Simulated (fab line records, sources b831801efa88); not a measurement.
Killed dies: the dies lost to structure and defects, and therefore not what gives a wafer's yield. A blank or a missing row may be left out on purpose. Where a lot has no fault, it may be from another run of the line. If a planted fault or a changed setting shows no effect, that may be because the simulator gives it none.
Lot-split experiment    flow sky130    23 wafers read from 5 lots, route of 708 steps

THE SPLIT
At SKY_SONOS_TUNNEL_DEVELOP_06 (develop time 60 s), the setting developTimeS was moved away from the recipe's 60 s on 9 of the 23 wafers read, by -4.3% to +13.2%. For the rest of the wafers, this setting stayed at what the recipe calls for.

The file shows no step between the split and the reading.

THE READING
cdNm, in nm, at SKY_SONOS_TUNNEL_CD_MEAS_07 (target cd 410 nm). A value of 409.7 nm with a standard deviation of 2.5 nm is what fault-free wafers of this fab line usually give.

wafer   tool, chamber at the split  developTimeS as run, s  against the recipe  cdNm, nm  against lot-mates on the recipe
L074.1  lithoTrack-04, 0            60                      recipe              407.2     -
L074.2  lithoTrack-04, 0            60                      recipe              407.3     -
L074.3  lithoTrack-04, 0            60                      recipe              408.2     -
L074.5  lithoTrack-04, 0            60                      recipe              408.0     -
L074.6  lithoTrack-04, 0            60                      recipe              405.7     -
L075.1  lithoTrack-04, 0            67.93                   +13.2%              419.2     +11.8
L075.3  lithoTrack-04, 0            60                      recipe              406.7     -
L075.4  lithoTrack-04, 0            67.93                   +13.2%              415.5     +8.1
L075.5  lithoTrack-04, 0            60                      recipe              408.0     -
L075.6  lithoTrack-04, 0            67.93                   +13.2%              417.0     +9.6
L077.1  lithoTrack-04, 0            66.99                   +11.6%              416.5     +13.7
L077.2  lithoTrack-04, 0            60                      recipe              405.2     -
L077.4  lithoTrack-04, 0            66.99                   +11.6%              415.8     +13.0
L077.5  lithoTrack-04, 0            66.99                   +11.6%              408.7     +5.9
L077.6  lithoTrack-04, 0            60                      recipe              400.4     -
L081.1  lithoTrack-04, 0            60                      recipe              407.2     -
L081.3  lithoTrack-04, 0            60                      recipe              408.8     -
L081.4  lithoTrack-04, 0            60                      recipe              409.2     -
L085.1  lithoTrack-04, 0            57.4                    -4.3%               406.8     -4.4
L085.2  lithoTrack-04, 0            57.4                    -4.3%               407.3     -3.9
L085.3  lithoTrack-04, 0            60                      recipe              412.2     -
L085.4  lithoTrack-04, 0            60                      recipe              410.2     -
L085.5  lithoTrack-04, 0            57.4                    -4.3%               408.3     -2.9

FIT RESULTS
A straight line over all 23 wafers: cdNm changes by +0.579 nm for each +1% of developTimeS; r = +0.79; the points scatter about the line by 2.8 nm.
The same after taking each lot's own level away (the mean of its wafers on the recipe; 23 wafers): +0.831 nm for each +1%; r = +0.94; scatter 1.9 nm.
According to that fit, moving developTimeS by its largest amount changes the reading by 11 nm.
From 402.80 to 411.20 nm: that is the span of the lots' own levels, equal to 3.4 times the standard deviation above.
So the lot-to-lot level blurs the effect unless lot-mates are compared.
Check: with one of the wafers moved furthest among these (+13.2%) left out of the fit, the line predicts +10.8 nm for it against its lot-mates. Against them it came out at +11.8 nm.

OTHER SPLITS ON THESE WAFERS
Before the reading, these wafers also passed through other splits. Each is held against what the fit with the lots' levels taken away leaves over:
other split on the same wafers           wafers away from the commonest value  r with cdNm (lot level and that fit taken away)
SKY_VT_ADJUST_NCORE_IMPLANT_09 doseCm2   8                                     +0.18
SKY_VT_ADJUST_HVTR_IMPLANT_09 energyKev  5                                     +0.21
SKY_VT_ADJUST_PCH_IMPLANT_08 doseCm2     10                                    -0.10
SKY_SONOS_TUNNEL_COAT_02 resistThkNm     6                                     -0.70

FILE'S OWN FIT
cdNm changes by +0.831 nm for each +1% of developTimeS, r = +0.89.
